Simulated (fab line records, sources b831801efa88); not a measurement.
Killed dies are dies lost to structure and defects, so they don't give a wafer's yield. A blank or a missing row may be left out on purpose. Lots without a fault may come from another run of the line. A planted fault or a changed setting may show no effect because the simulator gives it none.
Which tool did it? | flow sky130 | 6 lots, 18 wafers sampled, at 3 steps of a route of 708

WHAT THE GAUGES READ, wafer by wafer
SKY_LDD_HVN_OVL_MEAS_07.
lot  | measured     | on         | LDD_HVN_OVL (nm)
L380 | day 22 08:29 | overlay-02 | 0.7 -0.1 1.4
L384 | day 23 05:19 | overlay-02 | - - -
L394 | day 26 09:31 | overlay-01 | 1.5 -0.1 1.6
L396 | day 26 21:39 | overlay-01 | 1.0 0.6 0.2
L398 | day 27 20:04 | overlay-02 | 1.7 0.7 1.1
L400 | day 28 20:18 | overlay-02 | 3.0 2.3 -0.2

WHICH TOOL RAN EACH LOT (tool, then ch and the chambers of the sampled wafers, then the start)
lot  | SKY_POLY_GATE_ETCH_15              | SKY_LDD_HVN_EXPOSE_04
L380 | rie_diel-04 ch 0,3, day 17 23:26   | iline_stepper-01 ch 0, day 21 16:27
L384 | rie_diel-01 ch 1,2,3, day 19 06:44 | iline_stepper-02 ch 0, day 22 14:08
L394 | rie_diel-01 ch 0,1,2, day 22 11:01 | iline_stepper-02 ch 0, day 25 19:15
L396 | rie_diel-01 ch 0,1,2, day 23 01:22 | iline_stepper-01 ch 0, day 26 07:07
L398 | rie_diel-01 ch 0,3, day 24 00:14   | iline_stepper-02 ch 0, day 27 06:10
L400 | rie_diel-04 ch 0,1,3, day 25 01:04 | iline_stepper-01 ch 0, day 28 05:48
- SKY_POLY_GATE_ETCH_15: etches BARC in N2/H2, stops on SiO2, time 118.5 s, target depth 110 nm.
- SKY_LDD_HVN_EXPOSE_04: exposes mask HVNTM, target cd 700 nm.

THE ANSWER, worked out from the rows above alone
Rule: what is usual is taken from the lots themselves. Put in order of their means at a reading, lots are off if they are a third of the lots or fewer, leave a main group of 4 or more, and stand apart from it by a gap of 3 or more times the standard deviation of the main group's means; of several such gaps the widest counts. A main group whose means are all the same, to the digits that the tables above print for the reading, isn't used. A lot without any number at a reading at which 4 lots or more have one is off too. The other lots that the step has rows for count as sound.
Off: L384, at SKY_LDD_HVN_OVL_MEAS_07 (LDD_HVN_OVL). Without a number there: L384. The main group: mean 1.0 nm, standard deviation 0.4.
A tool fits if, at a process step before that reading, it ran every lot that is off, and no sound lot after the first of them. The gauges at SKY_LDD_HVN_OVL_MEAS_07 are tried like those tools. None of those tried fits.

WHAT THE SIMULATOR HAD PUT IN
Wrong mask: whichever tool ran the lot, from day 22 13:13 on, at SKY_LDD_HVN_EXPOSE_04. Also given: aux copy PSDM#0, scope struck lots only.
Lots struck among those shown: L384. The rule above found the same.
